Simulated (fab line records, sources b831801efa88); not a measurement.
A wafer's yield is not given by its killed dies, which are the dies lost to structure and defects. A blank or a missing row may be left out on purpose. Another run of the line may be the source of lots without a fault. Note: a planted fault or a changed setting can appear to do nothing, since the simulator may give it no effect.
Lot-split experiment | flow gf180mcu | 5 lots, 23 wafers read, on a route of 602 steps

ABOUT THE SPLIT
At GF_HV_LDD_IMPLANT_21, the setting energy kev was moved away from the recipe's 25 on 9 of the 23 wafers read, by -5.4% to +3.0%. This setting was run at the recipe's value on the other wafers.

The reading comes from the split's own step.

THE READING
The simulator's own value implant.rp nm, read by no gauge, in nm at GF_HV_LDD_IMPLANT_21. The file gives no usual value for it. Here, 14 wafers ran the recipe; their average is 20.50 nm with a standard deviation of 0.26 nm.

wafer  | tool, chamber at the split | energy kev as run | against the recipe | implant.rp nm, nm | against lot-mates on the recipe
L075.1 | implanter-01, 0            | 25                | recipe             | 20.43             | -
L075.4 | implanter-01, 0            | 25                | recipe             | 20.43             | -
L075.6 | implanter-01, 0            | 25                | recipe             | 20.43             | -
L077.1 | implanter-01, 0            | 23.64             | -5.4%              | 19.26             | -0.88
L077.2 | implanter-01, 0            | 23.64             | -5.4%              | 19.26             | -0.88
L077.3 | implanter-01, 0            | 23.64             | -5.4%              | 19.26             | -0.88
L077.5 | implanter-01, 0            | 25                | recipe             | 20.14             | -
L077.6 | implanter-01, 0            | 25                | recipe             | 20.14             | -
L078.1 | implanter-04, 0            | 25                | recipe             | 21.09             | -
L078.3 | implanter-04, 0            | 25                | recipe             | 21.09             | -
L078.2 | implanter-04, 0            | 25.75             | +3.0%              | 21.59             | +0.50
L078.4 | implanter-04, 0            | 25.75             | +3.0%              | 21.59             | +0.50
L078.6 | implanter-04, 0            | 25.75             | +3.0%              | 21.59             | +0.50
L079.1 | implanter-01, 0            | 25                | recipe             | 20.45             | -
L079.5 | implanter-01, 0            | 25                | recipe             | 20.45             | -
L079.2 | implanter-01, 0            | 25.56             | +2.2%              | 20.82             | +0.37
L079.3 | implanter-01, 0            | 25.56             | +2.2%              | 20.82             | +0.37
L079.4 | implanter-01, 0            | 25.56             | +2.2%              | 20.82             | +0.37
L083.2 | implanter-01, 0            | 25                | recipe             | 20.47             | -
L083.3 | implanter-01, 0            | 25                | recipe             | 20.47             | -
L083.4 | implanter-01, 0            | 25                | recipe             | 20.47             | -
L083.5 | implanter-01, 0            | 25                | recipe             | 20.47             | -
L083.6 | implanter-01, 0            | 25                | recipe             | 20.47             | -

THE FIT
A straight line over all 23 wafers: implant.rp nm changes by +0.246 nm for each +1% of energy kev; r = +0.92; the points scatter about the line by 0.27 nm.
The same after taking each lot's own level away (the mean of its wafers on the recipe; 23 wafers): +0.163 nm for each +1%; r = +1.00; scatter 0.0042 nm.
On that fit, the largest move of energy kev shifts the reading by 0.89 nm.
Measured against the standard deviation above, the lots' own levels, which go from 20.140 to 21.090 nm, span 3.6 times it.
Hence the slope depends on the lot-to-lot level, as the two fits are not the same.
Check: -0.886 nm against its lot-mates is what the line predicts for one of the wafers moved furthest among these (-5.4%) when that wafer is left out of the fit. It came out at -0.88 nm against them.

THESE WAFERS: OTHER SPLITS
Note: prior to the reading, these wafers also went through further splits. Each is held against what the fit with the lots' levels taken away leaves over:
other split on the same wafers | wafers away from the commonest value | r with implant.rp nm (lot level and that fit taken away)
GF_HV_LDD_IMPLANT_09 dose cm2  | 6                                    | -0.16

THE WHOLE CHAIN: every reading that the file lists as answering this split, in the file's order
step                 | what it does | reading                                                         | change (the file's fit)                | r (the file's)
GF_HV_LDD_IMPLANT_21 |              | implant.drp nm (the simulator's own value, which no gauge read) | +0.0808 nm for each +1% of the setting | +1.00
GF_HV_LDD_IMPLANT_21 |              | implant.rp nm (the simulator's own value, which no gauge read)  | +0.164 nm for each +1% of the setting  | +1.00

THE FILE'S OWN FIT
implant.rp nm changes by +0.164 nm for each +1% of energy kev, r = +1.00.
